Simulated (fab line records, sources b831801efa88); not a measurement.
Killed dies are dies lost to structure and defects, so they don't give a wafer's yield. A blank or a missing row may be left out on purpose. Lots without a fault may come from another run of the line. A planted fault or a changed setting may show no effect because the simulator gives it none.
fab line records | flow gf180mcu
record lots=5 wafers=15 last_day=34
route steps=602 shown V4@479 MIM@503
lots that met no fault: from a run of the same line without faults
start_h: hours from the record's first day to the start of the lot's first wafer shown | wait_h: hours since the lot's step before | " the same as in the row above | L1.1+2: a row that stands for several wafers | - no value, or no start given | * or withheld: withheld | < > ~ a bound
route shown NAME@n: a module of which the file shows steps, and the number in the route of the first | usual: mean/standard deviation of fault-free wafers | same: alike in all rows | chamber/n: place in a boat | sites: the reading at each site | _std_site: their standard deviation | _edge_site: outer sites' mean less inner sites' | radius_mm: how far each site lies from the wafer's centre | mask NAME#n: copy n | behind: the tool/chamber that last shaped the wafer | hold: why the lot was held/for how many hours/how that ended | device: the transistor (n, p or np) that didn't switch | end of line: the same wafers' tests at the end of the route | a step without rows: its recipe alone | killed: dies lost to structure and defects at the first sort, not the wafer's yield | map: a wafer's dies, x killed, . not, _ none there
set.NAME: the setting as run; set.NAME@STEP: as run at that earlier step | model.NAME: the simulator's own value behind a step, which no gauge read
lots at some steps of the route; a table a step, a row a wafer
services: from which hour (start_h, from the record's first day; less than 0 if before it) a tool's chamber was out of use, for how many hours, and why
## steps
# step GF_V4_THK_MEAS_03
# recipe reads=SiO2_of_V4_CVD_02
# usual V4_CVD_02_THK=852/14
# columns lot.wafer tool chamber start_h wait_h V4_CVD_02_THK[nm]
L079.1 film_metro-02 - 584.88 0.0 848
L079.2 " - " " 831
L079.3 " - " " 843
L082.2 film_metro-04 - 608.09 0.0 844
L082.4 " - " " 838
L082.6 " - " " 846
L084.1 film_metro-02 - 628.97 0.0 842
L084.3 " - " " 857
L084.6 " - " " 870
L096.1 film_metro-02 - 708.11 0.0 868
L096.3 " - " " 872
L096.5 " - " " 885
L097.1 film_metro-02 - 710.93 0.0 849
L097.3 " - " " 861
L097.4 " - " " 866
# step GF_V4_CMP_04
# recipe material=SiO2 down_force_psi=4 platen_rpm=60 pad_velocity_m_s=0.94248
# usual motor_current_A=12.4/0.98 platen_rpm=59.99/0.04 slurry_filter_dp_kPa=13.51/0.14 time_to_endpoint_s=83/7.4
# columns lot.wafer tool chamber start_h wait_h motor_current_A platen_rpm slurry_filter_dp_kPa time_to_endpoint_s
L079.1 cmp-01 0 584.94 0.1 12.9 59.96 13.31 78
L079.2 " 1 " " 12.0 60.04 13.34 80
L079.3 " 2 " " 13.0 59.99 13.46 73
L082.2 cmp-02 2 608.19 0.1 11.4 60.00 13.74 85
L082.4 " 3 " " 12.7 59.95 13.51 73
L082.6 " 2 " " 12.1 60.04 13.33 86
L084.1 cmp-02 1 629.13 0.1 13.7 60.04 13.53 84
L084.3 " 2 " " 12.2 60.01 13.37 92
L084.6 " 0 " " 11.4 60.04 13.54 86
L096.3 cmp-01 0 708.17 0.0 13.5 60.04 13.62 92
L096.1 " 3 " " 13.0 59.97 13.40 89
L096.5 " 0 " " 13.0 59.99 13.44 99
L097.1 cmp-01 2 711.04 0.1 12.6 60.01 13.66 81
L097.4 " 3 " " 13.4 60.01 13.42 90
L097.3 " 0 " " 13.2 60.05 13.31 91
# step GF_V4_BOW_MEAS_05
# recipe mode=bow
# usual V4_BOW=132/9.4
# columns lot.wafer tool chamber start_h wait_h V4_BOW[um]
L079.1 film_metro-02 - 585.24 0.2 117
L079.2 " - " " 141
L079.3 " - " " 154
L082.2 film_metro-03 - 608.46 0.2 144
L082.4 " - " " 144
L082.6 " - " " 146
L084.1 film_metro-02 - 629.33 0.1 145
L084.3 " - " " 145
L084.6 " - " " 137
L096.1 film_metro-04 - 708.47 0.1 143
L096.3 " - " " 140
L096.5 " - " " 139
L097.1 film_metro-03 - 711.29 0.2 104
L097.3 " - " " 118
L097.4 " - " " 123
# step GF_V4_DEHYDRATE_06
# recipe temp_c=200 time_s=60
# columns lot.wafer tool chamber start_h wait_h
L079.1+2+3 litho_track-04 0 595.56 10.3
L082.2+4+6 litho_track-01 0 618.66 10.2
L084.1+3+6 litho_track-04 0 638.71 9.4
L096.1+3+5 litho_track-03 0 717.05 8.6
L097.1+3+4 litho_track-04 0 719.81 8.5
# step GF_V4_HMDS_07
# recipe prime_time_s=60 prime_temp_c=120
# usual prime_temp_c=119.99/0.15
# columns lot.wafer tool chamber start_h wait_h prime_temp_c
L079.1 litho_track-04 0 595.71 0.1 119.92
L079.2 " 0 " " 119.94
L079.3 " 0 " " 120.18
L082.2 litho_track-01 0 618.81 0.1 120.07
L082.4 " 0 " " 120.10
L082.6 " 0 " " 119.96
L084.1 litho_track-04 0 638.86 0.1 119.83
L084.3 " 0 " " 120.24
L084.6 " 0 " " 119.99
L096.1 litho_track-03 0 717.20 0.1 120.05
L096.3 " 0 " " 119.84
L096.5 " 0 " " 119.86
L097.1 litho_track-04 0 719.96 0.1 119.99
L097.3 " 0 " " 120.12
L097.4 " 0 " " 120.19
# step GF_V4_COAT_08
# recipe resist=BARC temp_c=withheld time_s=withheld spin_rpm=withheld resist_thk_nm=withheld
# columns lot.wafer tool chamber start_h wait_h
L079.1+2+3 litho_track-04 0 595.86 0.1
L082.2+4+6 litho_track-01 0 618.96 0.1
L084.1+3+6 litho_track-04 0 639.01 0.1
L096.1+3+5 litho_track-03 0 717.35 0.1
L097.1+3+4 litho_track-04 0 720.11 0.1
# step GF_V4_COAT_09
# recipe resist=KrF spin_rpm=withheld resist_thk_nm=1000
# columns lot.wafer tool chamber start_h wait_h
L079.1+2+3 litho_track-04 0 - -
L082.2+4+6 litho_track-01 0 - -
L084.1+3+6 litho_track-04 0 - -
L096.1+3+5 litho_track-03 0 - -
L097.1+3+4 litho_track-04 0 - -
# step GF_V4_SOFTBAKE_10
# recipe temp_c=130 time_s=60 resist=KrF
# columns lot.wafer tool chamber start_h wait_h
L079.1+2+3 litho_track-04 0 - -
L082.2+4+6 litho_track-01 0 - -
L084.1+3+6 litho_track-04 0 - -
L096.1+3+5 litho_track-03 0 - -
L097.1+3+4 litho_track-04 0 - -
# step GF_V4_EXPOSE_11
# recipe mask_id=Via4 target_cd_nm=260 na=0.68 source_shape=conventional sigma_outer=0.6 dose_mj=38
# columns lot.wafer tool chamber start_h wait_h mask
L079.1+2+3 krf_scanner-02 0 - - Via4#0
L082.2+4+6 krf_scanner-01 0 - - Via4#0
L084.1+3+6 krf_scanner-01 0 - - Via4#0
L096.1+3+5 krf_scanner-02 0 - - Via4#0
L097.1+3+4 krf_scanner-02 0 - - Via4#0
# step GF_V4_PEB_12
# recipe peb_temp_c=135 peb_time_s=90 resist=KrF
# columns lot.wafer tool chamber start_h wait_h
L079.1+2+3 litho_track-01 0 - -
L082.2+4+6 litho_track-01 0 - -
L084.1+3+6 litho_track-03 0 - -
L096.1+3+5 litho_track-04 0 - -
L097.1+3+4 litho_track-01 0 - -
# step GF_V4_DEVELOP_13
# recipe develop_time_s=60 resist=KrF dev_temp_c=21
# same develop_time_s=60
# columns lot.wafer tool chamber start_h wait_h
L079.1+2+3 litho_track-01 0 606.58 0.2
L082.2+4+6 litho_track-01 0 629.41 0.2
L084.1+3+6 litho_track-03 0 649.25 0.2
L096.1+3+5 litho_track-04 0 726.36 0.2
L097.1+3+4 litho_track-01 0 728.43 0.2
# step GF_V4_CD_MEAS_14
# recipe target_cd_nm=260
# usual cd_nm=259.7/1.2
# columns lot.wafer tool chamber start_h wait_h cd_nm
L079.1 cd_sem-02 - 606.73 0.1 258.8
L079.2 " - " " 259.7
L079.3 " - " " 259.4
L082.2 cd_sem-02 - 629.55 0.1 260.4
L082.4 " - " " 259.5
L082.6 " - " " 258.4
L084.1 cd_sem-01 - 649.40 0.1 260.7
L084.3 " - " " 261.6
L084.6 " - " " 261.5
L096.1 cd_sem-02 - 726.51 0.1 258.8
L096.3 " - " " 258.9
L096.5 " - " " 259.2
L097.1 cd_sem-01 - 728.58 0.1 261.9
L097.3 " - " " 261.3
L097.4 " - " " 260.1
# step GF_V4_OVL_MEAS_15
# usual V4_OVL=-1/4.1
# columns lot.wafer tool chamber start_h wait_h V4_OVL[nm]
L079.1 overlay-01 - 606.85 0.1 5
L079.2 " - " " 0
L079.3 " - " " 0
L082.2 overlay-01 - 629.66 0.1 -1
L082.4 " - " " -1
L082.6 " - " " 2
L084.1 overlay-02 - 649.52 0.1 -8
L084.3 " - " " -1
L084.6 " - " " 0
L096.1 overlay-02 - 726.63 0.1 -5
L096.3 " - " " 1
L096.5 " - " " 4
L097.1 overlay-02 - 728.70 0.1 4
L097.3 " - " " 1
L097.4 " - " " -1
# step GF_V4_ETCH_16
# recipe chemistry=N2/H2 target_depth_a=withheld overetch_a=withheld time_s=withheld target=BARC ion_energy_ev=200 source_w=500 bias_w=100 pressure_mtorr=30 n2_flow_sccm=100 h2_flow_sccm=200
# usual drypump_motor_current_A=5.73/0.25 oes_product_au=0.854/0.0048 throttle_valve_pct=13.226/0.0092
# columns lot.wafer tool chamber start_h wait_h drypump_motor_current_A oes_product_au throttle_valve_pct
L079.1 rie_diel-04 1 606.89 0.0 5.67 0.850 13.252
L079.2 " 0 " " 6.26 0.853 13.207
L079.3 " 2 " " 5.48 0.858 13.223
L082.2 rie_diel-04 2 629.69 0.0 5.51 0.855 13.242
L082.4 " 1 " " 5.70 0.857 13.244
L082.6 " 2 " " 5.50 0.849 13.223
L084.1 rie_diel-03 3 649.56 0.0 6.05 0.859 13.233
L084.3 " 2 " " 5.54 0.861 13.231
L084.6 " 2 " " 5.53 0.862 13.225
L096.1 rie_diel-02 2 726.67 0.0 5.40 0.853 13.241
L096.3 " 1 " " 5.81 0.854 13.222
L096.5 " 0 " " 5.55 0.858 13.233
L097.1 rie_diel-03 3 728.74 0.0 6.06 0.856 13.240
L097.3 " 2 " " 5.50 0.855 13.225
L097.4 " 1 " " 5.76 0.855 13.226
# step GF_V4_ETCH_17
# recipe chemistry=C4F8/O2/Ar mask_material=KrF target=SiO2 stop_on=TiN source_w=1500 bias_w=1200 pressure_mtorr=40 c4f8_flow_sccm=withheld O2_flow_sccm=6 Ar_flow_sccm=300 time_s=withheld target_depth_a=6300
# usual oes_product_au=0.857/0.0049
# columns lot.wafer tool chamber start_h wait_h oes_product_au
L079.1 rie_diel-04 1 - - 0.856
L079.2 " 0 " " 0.860
L079.3 " 2 " " 0.856
L082.2 rie_diel-04 2 - - 0.855
L082.4 " 1 " " 0.856
L082.6 " 2 " " 0.850
L084.1 rie_diel-03 3 - - 0.859
L084.3 " 2 " " 0.860
L084.6 " 2 " " 0.852
L096.1 rie_diel-02 2 - - 0.861
L096.3 " 1 " " 0.842
L096.5 " 0 " " 0.844
L097.1 rie_diel-03 3 - - 0.854
L097.3 " 2 " " 0.868
L097.4 " 1 " " 0.851
# step GF_V4_STRIP_18
# recipe chemistry=O2/N2 power_w=1400 pressure_mtorr=1500 platen_temp_c=250 o2_flow_sccm=3000 n2_flow_sccm=300 overash_fraction=0.5
# usual drypump_motor_current_A=5.5/0.33 heater_power_w=340/15 oes_product_au=0.592/0.0056 platen_temp_c=249.98/0.17
# columns lot.wafer tool chamber start_h wait_h drypump_motor_current_A heater_power_w oes_product_au platen_temp_c rf_hours_counter_h
L079.1 plasma_asher-03 1 607.02 - 5.6 346 0.589 250.08 48
L079.2 " 0 " " 5.9 342 0.595 249.97 48
L079.3 " 0 " " 5.9 327 0.599 250.00 -
L082.2 plasma_asher-03 0 629.82 - 5.9 317 0.588 250.13 51
L082.4 " 1 " " 5.6 356 0.603 250.12 -
L082.6 " 1 " " 5.6 350 0.601 249.96 -
L084.1 plasma_asher-04 1 649.69 - 5.7 353 0.587 250.36 103
L084.3 " 1 " " 5.7 357 0.573 250.15 -
L084.6 " 0 " " 5.2 328 0.590 249.69 -
L096.1 plasma_asher-01 0 726.79 - 4.9 320 0.596 249.97 95
L096.3 " 0 " " 4.9 338 0.603 249.98 -
L096.5 " 1 " " 5.7 356 0.587 250.10 -
L097.1 plasma_asher-04 0 728.87 - 5.2 328 0.603 250.34 112
L097.3 " 0 " " 5.2 327 0.597 250.24 -
L097.4 " 1 " " 5.8 360 0.591 250.17 -
# step GF_V4_STRIP_19
# recipe chemistry=post_etch_residue_remover time_s=1200 temp_c=72.5
# columns lot.wafer tool chamber start_h wait_h
L079.1+2+3 wet_bench-01 0 607.12 0.1
L082.2+4+6 wet_bench-02 0 629.92 0.1
L084.1+3+6 wet_bench-02 3 649.79 0.1
L096.1+3+5 wet_bench-01 1 726.89 0.1
L097.1+3+4 wet_bench-01 1 728.97 0.1
# step GF_V4_CLEAN_20
# recipe chemistry=DIW dry=n2_spin
# columns lot.wafer tool chamber start_h wait_h
L079.1+2+3 wet_bench-04 2 607.46 0.0
L082.2+4+6 wet_bench-02 1 630.32 0.0
L084.1+3+6 wet_bench-01 2 650.16 0.0
L096.1+3+5 wet_bench-04 1 727.24 0.0
L097.1+3+4 wet_bench-04 0 729.31 0.0
# step GF_V4_SPUTTER_21
# recipe material=Ti target_thk_nm=15 chamber_pressure_pa=5 power_w=2500 substrate_temp_c=200 time_s=80.02
# usual throttle_valve_pct=30.1/0.93
# columns lot.wafer tool chamber start_h wait_h throttle_valve_pct
L079.1 pvd_sputter-03 - 607.55 0.0 29.3
L079.2 " - " " 29.5
L079.3 " - " " 31.3
L082.2 pvd_sputter-03 - 630.43 0.0 31.3
L082.4 " - " " 28.9
L082.6 " - " " 29.6
L084.1 pvd_sputter-03 - 650.25 0.0 31.2
L084.3 " - " " 29.5
L084.6 " - " " 30.6
L096.1 pvd_sputter-01 - 727.33 0.0 30.5
L096.3 " - " " 29.6
L096.5 " - " " 30.1
L097.1 pvd_sputter-02 - 729.40 0.0 28.4
L097.3 " - " " 29.0
L097.4 " - " " 30.7
# step GF_V4_SPUTTER_22
# recipe material=TiN target_thk_nm=10 chamber_pressure_pa=5 power_w=4000 time_s=40
# usual throttle_valve_pct=30.1/0.92
# columns lot.wafer tool chamber start_h wait_h throttle_valve_pct
L079.1 pvd_sputter-03 - 607.61 0.0 28.8
L079.2 " - " " 29.2
L079.3 " - " " 31.5
L082.2 pvd_sputter-03 - 630.49 0.0 31.4
L082.4 " - " " 28.9
L082.6 " - " " 29.1
L084.1 pvd_sputter-03 - 650.31 0.0 31.4
L084.3 " - " " 29.5
L084.6 " - " " 30.7
L096.1 pvd_sputter-01 - 727.39 0.0 30.4
L096.3 " - " " 29.8
L096.5 " - " " 30.3
L097.1 pvd_sputter-02 - 729.46 0.0 28.3
L097.3 " - " " 29.1
L097.4 " - " " 30.7
# step GF_V4_CVD_23
# recipe material=W target_thk_nm=350 time_s=104.9 temp_c=400 pressure_torr=40
# usual heater_power_w=903/64
# columns lot.wafer tool chamber start_h wait_h heater_power_w
L079.1 cvd_w-01 1 607.65 0.0 878
L079.2 " 0 " " 961
L079.3 " 1 " " 878
L082.2 cvd_w-02 1 630.53 0.0 793
L082.4 " 1 " " 788
L082.6 " 0 " " 965
L084.1 cvd_w-01 0 650.35 0.0 963
L084.3 " 0 " " 968
L084.6 " 1 " " 883
L096.1 cvd_w-01 1 727.43 0.0 889
L096.3 " 1 " " 874
L096.5 " 0 " " 968
L097.1 cvd_w-02 1 729.50 0.0 791
L097.3 " 0 " " 951
L097.4 " 1 " " 833
# step GF_V4_RS_MEAS_24
# recipe thk_meas_gauge=four-point-probe reads=W_of_V4_CVD_23+TiN_of_V4_SPUTTER_22+Ti_of_V4_SPUTTER_21
# usual V4_W_RS=0.326/0.0039
# columns lot.wafer tool chamber start_h wait_h V4_W_RS[ohm/sq]
L079.1 film_metro-04 - 607.76 0.1 0.327
L079.2 " - " " 0.324
L079.3 " - " " 0.328
L082.2 film_metro-03 - 630.66 0.1 0.324
L082.4 " - " " 0.321
L082.6 " - " " 0.326
L084.1 film_metro-03 - 650.46 0.1 0.319
L084.3 " - " " 0.325
L084.6 " - " " 0.326
L096.1 film_metro-02 - 727.54 0.1 0.332
L096.3 " - " " 0.329
L096.5 " - " " 0.327
L097.1 film_metro-04 - 729.61 0.1 0.322
L097.3 " - " " 0.327
L097.4 " - " " 0.322
# step GF_V4_THK_MEAS_25
# recipe thk_meas_gauge=xrf reads=W_of_V4_CVD_23
# usual V4_W_THK=359/5
# columns lot.wafer tool chamber start_h wait_h V4_W_THK[nm]
L079.1 film_metro-04 - 607.88 0.1 358
L079.2 " - " " 358
L079.3 " - " " 354
L082.2 film_metro-03 - 630.77 0.1 358
L082.4 " - " " 363
L082.6 " - " " 356
L084.1 film_metro-03 - 650.58 0.1 369
L084.3 " - " " 362
L084.6 " - " " 360
L096.1 film_metro-02 - 727.66 0.1 348
L096.3 " - " " 355
L096.5 " - " " 355
L097.1 film_metro-04 - 729.73 0.1 365
L097.3 " - " " 359
L097.4 " - " " 364
# step GF_V4_CMP_26
# recipe stop_on=SiO2 down_force_psi=3.5 platen_rpm=60 t_overpolish_s=15 target_thk_nm=0 pad_velocity_m_s=0.94248
# usual motor_current_A=11.6/0.85 overpolish_run_s=14.998/0.0082 platen_rpm=60.00/0.037 slurry_filter_dp_kPa=13.50/0.14 time_to_endpoint_s=86/4.4
# columns lot.wafer tool chamber start_h wait_h motor_current_A overpolish_run_s platen_rpm slurry_filter_dp_kPa time_to_endpoint_s
L079.3 cmp-01 2 607.99 0.1 11.5 14.991 60.04 13.55 84
L079.1 " 3 " " 12.7 15.021 59.99 13.62 85
L079.2 " 0 " " 11.9 14.996 60.04 13.51 87
L082.4 cmp-02 3 630.86 0.1 10.6 14.997 59.95 13.50 88
L082.2 " 0 " " 10.4 15.009 59.93 13.55 82
L082.6 " 3 " " 11.7 15.008 59.97 13.50 87
L084.1 cmp-01 2 650.74 0.1 12.1 15.008 59.87 13.25 86
L084.3 " 3 " " 12.2 15.000 60.03 13.70 87
L084.6 " 1 " " 10.4 14.992 60.03 13.41 96
L096.1 cmp-01 3 727.72 0.1 12.3 15.000 60.01 13.68 86
L096.3 " 1 " " 11.2 14.988 59.96 13.66 95
L096.5 " 0 " " 12.3 14.988 59.98 13.24 87
L097.1 cmp-01 0 729.79 0.1 12.6 14.995 59.96 13.64 87
L097.3 " 2 " " 11.6 14.994 59.98 13.49 84
L097.4 " 3 " " 11.7 14.992 60.01 13.36 86
# step GF_MIM_SPUTTER_00
# recipe material=Ti target_thk_nm=37.5 arriving_ion_energy_ev=80 substrate_temp_c=200 chamber_pressure_pa=2 power_w=4000 time_s=150
# usual throttle_valve_pct=29.9/0.89
# columns lot.wafer tool chamber start_h wait_h throttle_valve_pct
L079.1 pvd_sputter-04 - 608.24 0.1 28.9
L079.2 " - " " 29.9
L079.3 " - " " 29.7
L082.2 pvd_sputter-03 - 631.16 0.2 31.1
L082.4 " - " " 30.7
L082.6 " - " " 30.6
L084.1 pvd_sputter-04 - 650.94 0.1 28.6
L084.3 " - " " 29.6
L084.6 " - " " 29.6
L096.1 pvd_sputter-04 - 728.02 0.2 29.6
L096.3 " - " " 28.9
L096.5 " - " " 28.6
L097.1 pvd_sputter-04 - 730.09 0.2 28.2
L097.3 " - " " 28.8
L097.4 " - " " 29.5
# step GF_MIM_SPUTTER_01
# recipe material=TiN target_thk_nm=30 power_w=6500 time_s=25 chamber_pressure_pa=0.4
# usual throttle_valve_pct=30.0/0.88
# columns lot.wafer tool chamber start_h wait_h throttle_valve_pct
L079.1 pvd_sputter-04 - 608.34 0.1 28.8
L079.2 " - " " 29.7
L079.3 " - " " 29.5
L082.2 pvd_sputter-03 - 631.26 0.1 31.2
L082.4 " - " " 30.7
L082.6 " - " " 30.6
L084.1 pvd_sputter-04 - 651.04 0.1 28.4
L084.3 " - " " 29.8
L084.6 " - " " 29.9
L096.1 pvd_sputter-04 - 728.12 0.1 29.6
L096.3 " - " " 29.1
L096.5 " - " " 28.4
L097.1 pvd_sputter-04 - 730.19 0.1 28.3
L097.3 " - " " 28.8
L097.4 " - " " 29.4
# step GF_MIM_SPUTTER_02
# recipe material=AlCu target_thk_nm=450 power_w=10600 time_s=23.9 chamber_pressure_pa=0.4
# usual throttle_valve_pct=29.9/0.89
# columns lot.wafer tool chamber start_h wait_h throttle_valve_pct
L079.1 pvd_sputter-04 - 608.37 0.0 28.8
L079.2 " - " " 29.7
L079.3 " - " " 29.5
L082.2 pvd_sputter-03 - 631.29 0.0 31.6
L082.4 " - " " 30.8
L082.6 " - " " 30.8
L084.1 pvd_sputter-04 - 651.07 0.0 28.7
L084.3 " - " " 29.7
L084.6 " - " " 29.8
L096.1 pvd_sputter-04 - 728.15 0.0 29.4
L096.3 " - " " 29.0
L096.5 " - " " 28.3
L097.1 pvd_sputter-04 - 730.22 0.0 28.2
L097.3 " - " " 29.0
L097.4 " - " " 29.5
# step GF_MIM_SPUTTER_03
# recipe material=Ti target_thk_nm=10 substrate_temp_c=300 chamber_pressure_pa=0.3 power_w=3000 time_s=6.7
# usual throttle_valve_pct=30.0/0.9
# columns lot.wafer tool chamber start_h wait_h throttle_valve_pct
L079.1 pvd_sputter-04 - 608.40 0.0 29.1
L079.2 " - " " 29.9
L079.3 " - " " 29.6
L082.2 pvd_sputter-03 - 631.32 0.0 31.4
L082.4 " - " " 30.7
L082.6 " - " " 30.7
L084.1 pvd_sputter-04 - 651.10 0.0 28.2
L084.3 " - " " 29.9
L084.6 " - " " 29.9
L096.1 pvd_sputter-04 - 728.18 0.0 29.6
L096.3 " - " " 28.5
L096.5 " - " " 28.4
L097.1 pvd_sputter-04 - 730.25 0.0 28.1
L097.3 " - " " 28.8
L097.4 " - " " 29.6
# step GF_MIM_SPUTTER_04
# recipe material=TiN target_thk_nm=50 power_w=6500 time_s=41.7 chamber_pressure_pa=0.4
# usual throttle_valve_pct=29.9/0.87
# columns lot.wafer tool chamber start_h wait_h throttle_valve_pct
L079.1 pvd_sputter-04 - 608.42 0.0 28.8
L079.2 " - " " 30.0
L079.3 " - " " 29.6
L082.2 pvd_sputter-03 - 631.34 0.0 31.5
L082.4 " - " " 30.6
L082.6 " - " " 30.5
L084.1 pvd_sputter-04 - 651.12 0.0 28.8
L084.3 " - " " 29.8
L084.6 " - " " 29.7
L096.1 pvd_sputter-04 - 728.20 0.0 29.6
L096.3 " - " " 28.8
L096.5 " - " " 28.6
L097.1 pvd_sputter-04 - 730.27 0.0 28.3
L097.3 " - " " 28.7
L097.4 " - " " 29.6
# step GF_MIM_CVD_05
# recipe material=Si3N4 target_thk_nm=42 temp_max_c=400 temp_c=385 time_s=29.086 rf_w=450
# usual heater_power_w=647/94
# columns lot.wafer tool chamber start_h wait_h heater_power_w
L079.1 pecvd-02 0 608.46 0.0 551
L079.2 " 2 " " 759
L079.3 " 1 " " 566
L082.2 pecvd-03 2 631.38 0.0 574
L082.4 " 2 " " 563
L082.6 " 1 " " 793
L084.1 pecvd-03 1 651.16 0.0 800
L084.3 " 2 " " 585
L084.6 " 2 " " 583
L096.1 pecvd-02 0 728.24 0.0 595
L096.3 " 1 " " 646
L096.5 " 2 " " 748
L097.1 pecvd-03 2 730.31 0.0 659
L097.3 " 1 " " 866
L097.4 " 2 " " 641
# step GF_MIM_THK_MEAS_06
# recipe reads=Si3N4_of_MIM_CVD_05
# usual MIM_CVD_05_THK=42.0/0.59
# columns lot.wafer tool chamber start_h wait_h MIM_CVD_05_THK[nm]
L079.1 film_metro-02 - 608.50 0.0 41.5
L079.2 " - " " 41.1
L079.3 " - " " 41.3
L082.2 film_metro-01 - 631.42 0.0 42.3
L082.4 " - " " 42.1
L082.6 " - " " 42.1
L084.1 film_metro-02 - 651.20 0.0 41.9
L084.3 " - " " 42.5
L084.6 " - " " 43.1
L096.1 film_metro-01 - 728.27 0.0 41.2
L096.3 " - " " 42.5
L096.5 " - " " 42.9
L097.1 film_metro-03 - 730.34 0.0 42.3
L097.3 " - " " 41.9
L097.4 " - " " 43.0
# step GF_MIM_SPUTTER_07
# recipe material=TiN target_thk_nm=60 power_w=6500 time_s=50 chamber_pressure_pa=0.4
# usual throttle_valve_pct=29.8/0.89
# columns lot.wafer tool chamber start_h wait_h throttle_valve_pct
L079.1 pvd_sputter-03 - 608.56 0.1 30.4
L079.2 " - " " 29.5
L079.3 " - " " 31.1
L082.2 pvd_sputter-04 - 631.47 0.0 28.9
L082.4 " - " " 29.7
L082.6 " - " " 28.8
L084.1 pvd_sputter-01 - 651.26 0.1 30.0
L084.3 " - " " 31.1
L084.6 " - " " 30.3
L096.1 pvd_sputter-03 - 728.33 0.1 31.5
L096.3 " - " " 29.7
L096.5 " - " " 31.1
L097.1 pvd_sputter-01 - 730.40 0.1 30.1
L097.3 " - " " 31.4
L097.4 " - " " 30.7
# step GF_MIM_SPUTTER_08
# recipe material=AlCu target_thk_nm=200 power_w=10600 time_s=10.6 chamber_pressure_pa=0.4
# usual throttle_valve_pct=29.8/0.9
# columns lot.wafer tool chamber start_h wait_h throttle_valve_pct
L079.1 pvd_sputter-03 - 608.60 0.0 30.3
L079.2 " - " " 29.5
L079.3 " - " " 31.4
L082.2 pvd_sputter-04 - 631.52 0.0 28.8
L082.4 " - " " 29.3
L082.6 " - " " 28.9
L084.1 pvd_sputter-01 - 651.30 0.0 29.9
L084.3 " - " " 31.5
L084.6 " - " " 30.4
L096.1 pvd_sputter-03 - 728.38 0.0 31.1
L096.3 " - " " 29.7
L096.5 " - " " 30.9
L097.1 pvd_sputter-01 - 730.45 0.0 30.0
L097.3 " - " " 31.2
L097.4 " - " " 30.2
# step GF_MIM_SPUTTER_09
# recipe material=TiN target_thk_nm=35 power_w=6500 time_s=29.2 chamber_pressure_pa=0.4
# usual throttle_valve_pct=29.8/0.88
# columns lot.wafer tool chamber start_h wait_h throttle_valve_pct
L079.1 pvd_sputter-03 - 608.62 0.0 30.5
L079.2 " - " " 29.4
L079.3 " - " " 31.3
L082.2 pvd_sputter-04 - 631.54 0.0 29.0
L082.4 " - " " 29.9
L082.6 " - " " 28.8
L084.1 pvd_sputter-01 - 651.32 0.0 30.0
L084.3 " - " " 31.3
L084.6 " - " " 30.0
L096.1 pvd_sputter-03 - 728.40 0.0 31.1
L096.3 " - " " 29.2
L096.5 " - " " 31.2
L097.1 pvd_sputter-01 - 730.47 0.0 30.0
L097.3 " - " " 31.3
L097.4 " - " " 30.1
# step GF_MIM_RS_MEAS_10
# recipe thk_meas_gauge=four-point-probe reads=TiN_of_MIM_SPUTTER_09+AlCu_of_MIM_SPUTTER_08+TiN_of_MIM_SPUTTER_07
# usual MIM_ALCU_RS=0.1603/0.0019
# columns lot.wafer tool chamber start_h wait_h MIM_ALCU_RS[ohm/sq]
L079.1 film_metro-02 - 608.66 0.0 0.1608
L079.2 " - " " 0.1602
L079.3 " - " " 0.1630
L082.2 film_metro-02 - 631.59 0.0 0.1578
L082.4 " - " " 0.1606
L082.6 " - " " 0.1580
L084.1 film_metro-03 - 651.36 0.0 0.1558
L084.3 " - " " 0.1595
L084.6 " - " " 0.1585
L096.1 film_metro-01 - 728.43 0.0 0.1632
L096.3 " - " " 0.1602
L096.5 " - " " 0.1633
L097.1 film_metro-01 - 730.50 0.0 0.1610
L097.3 " - " " 0.1622
L097.4 " - " " 0.1630
# step GF_MIM_THK_MEAS_11
# recipe thk_meas_gauge=xrf reads=AlCu_of_MIM_SPUTTER_08
# usual MIM_ALCU_THK=200.4/2.3
# columns lot.wafer tool chamber start_h wait_h MIM_ALCU_THK[nm]
L079.1 film_metro-02 - 608.78 0.1 199.0
L079.2 " - " " 199.6
L079.3 " - " " 195.9
L082.2 film_metro-02 - 631.70 0.1 202.6
L082.4 " - " " 199.8
L082.6 " - " " 200.6
L084.1 film_metro-03 - 651.48 0.1 206.2
L084.3 " - " " 201.3
L084.6 " - " " 203.1
L096.1 film_metro-01 - 728.55 0.1 196.9
L096.3 " - " " 201.3
L096.5 " - " " 196.8
L097.1 film_metro-01 - 730.62 0.1 201.0
L097.3 " - " " 199.5
L097.4 " - " " 199.1
# step GF_MIM_DEHYDRATE_12
# recipe temp_c=200 time_s=60
# columns lot.wafer tool chamber start_h wait_h
L079.1+2+3 litho_track-02 0 618.86 10.1
L082.2+4+6 litho_track-02 0 641.28 9.6
L084.1+3+6 litho_track-02 0 660.66 9.2
L096.1+3+5 litho_track-03 0 736.25 7.7
L097.1+3+4 litho_track-02 0 739.26 8.6
# step GF_MIM_HMDS_13
# recipe prime_time_s=60 prime_temp_c=120
# usual prime_temp_c=120.02/0.14
# columns lot.wafer tool chamber start_h wait_h prime_temp_c
L079.1 litho_track-02 0 619.01 0.1 120.21
L079.2 " 0 " " 120.19
L079.3 " 0 " " 120.16
L082.2 litho_track-02 0 641.43 0.1 120.02
L082.4 " 0 " " 120.28
L082.6 " 0 " " 120.01
L084.1 litho_track-02 0 660.81 0.1 119.93
L084.3 " 0 " " 119.96
L084.6 " 0 " " 119.82
L096.1 litho_track-03 0 736.40 0.1 120.02
L096.3 " 0 " " 120.07
L096.5 " 0 " " 120.07
L097.1 litho_track-02 0 739.41 0.1 119.88
L097.3 " 0 " " 119.73
L097.4 " 0 " " 119.94
## services
# columns tool chamber start_h hours kind
krf_scanner-01 - 568.88 1.0 pm
cmp-01 - 572.00 4.0 pm
cmp-02 - 572.63 1.8 repair
krf_scanner-01 - 574.94 1.3 pm
rie_diel-02 2 579.92 3.2 repair
krf_scanner-02 - 584.54 0.8 pm
pecvd-03 - 591.12 14.0 pm
krf_scanner-02 - 594.65 1.3 pm
pecvd-02 - 604.17 1.0 repair
wet_bench-02 - 605.97 1.5 repair
pecvd-03 - 607.99 2.0 repair
krf_scanner-02 - 612.75 1.7 repair
pecvd-03 - 612.94 6.0 pm
pvd_sputter-02 - 616.88 3.5 repair
cmp-02 - 630.34 0.5 repair
krf_scanner-02 - 682.77 1.7 repair
pvd_sputter-01 - 682.93 2.6 repair
krf_scanner-02 - 684.50 1.0 pm
rie_diel-04 - 712.59 2.1 repair
pecvd-03 2 715.28 4.8 repair
rie_diel-04 0 717.88 4.8 repair
cvd_w-01 1 719.97 3.7 repair
rie_diel-03 3 723.48 3.5 repair
pecvd-03 - 738.73 2.8 pm
## key
fault none
